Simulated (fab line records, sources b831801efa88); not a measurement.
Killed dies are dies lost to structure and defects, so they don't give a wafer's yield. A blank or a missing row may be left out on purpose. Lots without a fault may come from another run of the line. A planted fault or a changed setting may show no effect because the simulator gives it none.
Which tool did it? | flow sky130 | 12 lots, 36 wafers sampled, at 3 steps of a route of 708

WHAT THE GAUGES READ, wafer by wafer
SKY_CAP2M_OVL_MEAS_12.
lot  | measured     | on         | CAP2M_OVL (nm)
L921 | day 41 01:18 | overlay-02 | 0.4 -0.6 0.9
L922 | day 41 09:04 | overlay-01 | -0.9 -0.4 -0.7
L923 | day 41 23:58 | overlay-02 | 0.6 0.6 0.5
L926 | day 42 12:58 | overlay-02 | 0.9 1.1 0.9
L927 | day 42 22:46 | overlay-02 | 1.7 1.5 2.0
L930 | day 43 18:07 | overlay-01 | -0.9 0.5 -0.8
L929 | day 43 22:32 | overlay-02 | 2.5 3.5 3.2
L932 | day 44 07:17 | overlay-02 | 2.7 0.9 1.1
L935 | day 45 03:55 | overlay-02 | -0.4 -0.4 -1.1
L937 | day 45 16:56 | overlay-02 | 2.0 0.7 1.2
L942 | day 46 23:40 | overlay-02 | 1.8 1.3 1.1
L943 | day 47 06:02 | overlay-02 | 2.8 2.7 2.1

WHICH TOOL RAN EACH LOT (tool, then ch and the chambers of the sampled wafers, then the start)
lot  | SKY_VIA3_SPUTTER_20          | SKY_METAL4_SPUTTER_04
L921 | pvd_sputter-01, day 39 23:49 | pvd_sputter-03, day 40 00:35
L922 | pvd_sputter-03, day 40 07:37 | pvd_sputter-04, day 40 08:23
L923 | pvd_sputter-01, day 40 23:13 | pvd_sputter-03, day 41 00:15
L926 | pvd_sputter-02, day 41 12:07 | pvd_sputter-04, day 41 12:53
L927 | pvd_sputter-03, day 41 22:32 | pvd_sputter-03, day 41 23:19
L930 | pvd_sputter-01, day 42 18:55 | pvd_sputter-04, day 42 19:42
L929 | pvd_sputter-03, day 42 22:22 | pvd_sputter-04, day 42 23:08
L932 | pvd_sputter-03, day 43 07:04 | pvd_sputter-04, day 43 08:16
L935 | pvd_sputter-03, day 44 04:37 | pvd_sputter-01, day 44 05:23
L937 | pvd_sputter-01, day 44 18:34 | pvd_sputter-04, day 44 19:20
L942 | pvd_sputter-01, day 46 02:23 | pvd_sputter-04, day 46 03:09
L943 | pvd_sputter-03, day 46 08:23 | pvd_sputter-03, day 46 09:12
- SKY_VIA3_SPUTTER_20: material TiN, target thk 20 nm, time 80 s.
- SKY_METAL4_SPUTTER_04: material TiN, target thk 70 nm, time 58.3 s.

WHAT THE TOOLS THEMSELVES READ (means of the sampled wafers that have a number; where no wafer has one, the mark that the record gives instead)
SKY_VIA3_SPUTTER_20.
lot  | tool           | throttle_valve_pct (%)
L921 | pvd_sputter-01 | 29.9
L922 | pvd_sputter-03 | 29.5
L923 | pvd_sputter-01 | 29.4
L926 | pvd_sputter-02 | 30.2
L927 | pvd_sputter-03 | 29.2
L930 | pvd_sputter-01 | 29.5
L929 | pvd_sputter-03 | 28.1
L932 | pvd_sputter-03 | 27.9
L935 | pvd_sputter-03 | 30.5
L937 | pvd_sputter-01 | 29.8
L942 | pvd_sputter-01 | 29.9
L943 | pvd_sputter-03 | 28.5

SKY_METAL4_SPUTTER_04.
lot  | tool           | throttle_valve_pct (%)
L921 | pvd_sputter-03 | 28.9
L922 | pvd_sputter-04 | 30.1
L923 | pvd_sputter-03 | 30.4
L926 | pvd_sputter-04 | 31.1
L927 | pvd_sputter-03 | 29.5
L930 | pvd_sputter-04 | 30.1
L929 | pvd_sputter-04 | 30.0
L932 | pvd_sputter-04 | 30.1
L935 | pvd_sputter-01 | 30.4
L937 | pvd_sputter-04 | 31.1
L942 | pvd_sputter-04 | 29.1
L943 | pvd_sputter-03 | 29.0

THE ANSWER, worked out from the rows above alone
Rule: what is usual is taken from the lots themselves. Put in order of their means at a reading, lots are off if they are a third of the lots or fewer, leave a main group of 4 or more, and stand apart from it by a gap of 3 or more times the standard deviation of the main group's means; of several such gaps the widest counts. A main group whose means are all the same, to the digits that the tables above print for the reading, isn't used. A lot without any number at a reading at which 4 lots or more have one is off too. The other lots that the step has rows for count as sound. The gauges are gone through in route order, then the tools' own readings, and for those a lot's mean is taken as printed above. The first step at which some lot is off is used, and at that step the reading that is off furthest; a lot without a number counts as furthest.
No lot is off at any reading shown: from this, nothing can be told.

WHAT THE SIMULATOR HAD PUT IN
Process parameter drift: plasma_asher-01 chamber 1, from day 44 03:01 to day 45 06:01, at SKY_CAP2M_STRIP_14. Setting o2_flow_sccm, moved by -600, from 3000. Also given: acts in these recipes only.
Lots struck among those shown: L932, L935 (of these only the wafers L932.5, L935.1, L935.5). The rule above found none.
